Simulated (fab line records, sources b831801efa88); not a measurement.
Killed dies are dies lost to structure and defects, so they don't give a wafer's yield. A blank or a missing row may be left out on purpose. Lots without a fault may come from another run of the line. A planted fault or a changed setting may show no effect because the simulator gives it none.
Problem report in the 8D (eight disciplines) form, filled by code | flow gf180mcu | the parts of the form that need people (team, actions taken, sign-off) are left out

1. THE PROBLEM
strip_time_to_endpoint_s at GF_MIM_STRIP_20 reads a mean of 12.11 s on 6 wafers of 2 lots; wafers without a fault read 11.20 s with a standard deviation of 0.038. That is +24 standard deviations from the usual mean.
The step: strips in O2/N2.
First seen on wafer L302.1, day 30 03:41, on plasma_asher-04. The record holds 36 wafers of 12 lots with a number at this step. Rule for "out", or "out of limits": more than 4 standard deviations from the usual mean. The other wafers with a number count as sound.

2. WHAT IT IS AND WHAT IT IS NOT
question                    | is                               | is not
which readings at this step | strip_time_to_endpoint_s         | drypump_motor_current_A, heater_power_w, platen_temp_c
which lots                  | L302, L307                       | L290, L293, L294, L295, L297, L298, L300, L301, L303, L306
which wafers of those lots  | all that have a number           | -
read on which tools         | plasma_asher-02, plasma_asher-04 | plasma_asher-03
when                        | from day 30 03:41                | up to then (27 sound wafers); but 3 sound wafers of L306 came after

3. SUSPECTS, AND WHAT RULES EACH OUT
Counting: a tool at a process step up to the reading stays a suspect if it ran every lot that is out and no sound lot after the first of them.
- litho_track-02 at GF_MIM_COAT_14 (resist thk 1000 nm): kept. It ran every lot that is out, first L302 (day 29 17:30), and no sound lot after that; its last sound lot up to then is L303 (day 29 16:58).
Left after counting: litho_track-02 at GF_MIM_COAT_14.

4. THE CAUSE (what the simulator had put in)
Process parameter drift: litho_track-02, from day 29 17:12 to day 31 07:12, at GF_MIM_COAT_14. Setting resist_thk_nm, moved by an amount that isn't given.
Counting left only this tool.

5. THE CHAIN OF EFFECTS, in route order
Each row: a reading whose mean over the struck wafers that have a number lies more than 3 standard deviations from the usual. Only readings for which the record gives a usual standard deviation are gone through. hours: the time from each lot's start at the first step in this table that gives one to its start at this step, as a median over the lots. sigmas: the change in usual standard deviations.
hours | step            | reading                  | usual      | on struck wafers | change | sigmas
0     | GF_MIM_STRIP_20 | oes_product_au           | 0.691 a.u. | 0.712            | +0.021 | +4.2
0     | GF_MIM_STRIP_20 | strip_time_to_endpoint_s | 11.20 s    | 12.11            | +0.91  | +24
The process steps in it:
- GF_MIM_STRIP_20: strips in O2/N2.

6. WHAT WOULD HAVE CAUGHT IT SOONER
In this record the first reading out of limits was taken at day 30 03:41, 10 hours after the fault began at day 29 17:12.
Of the lots that are out (2), L307 began GF_MIM_COAT_14 on litho_track-02 after day 30 03:41. A hold on the tool at that time would have spared it.
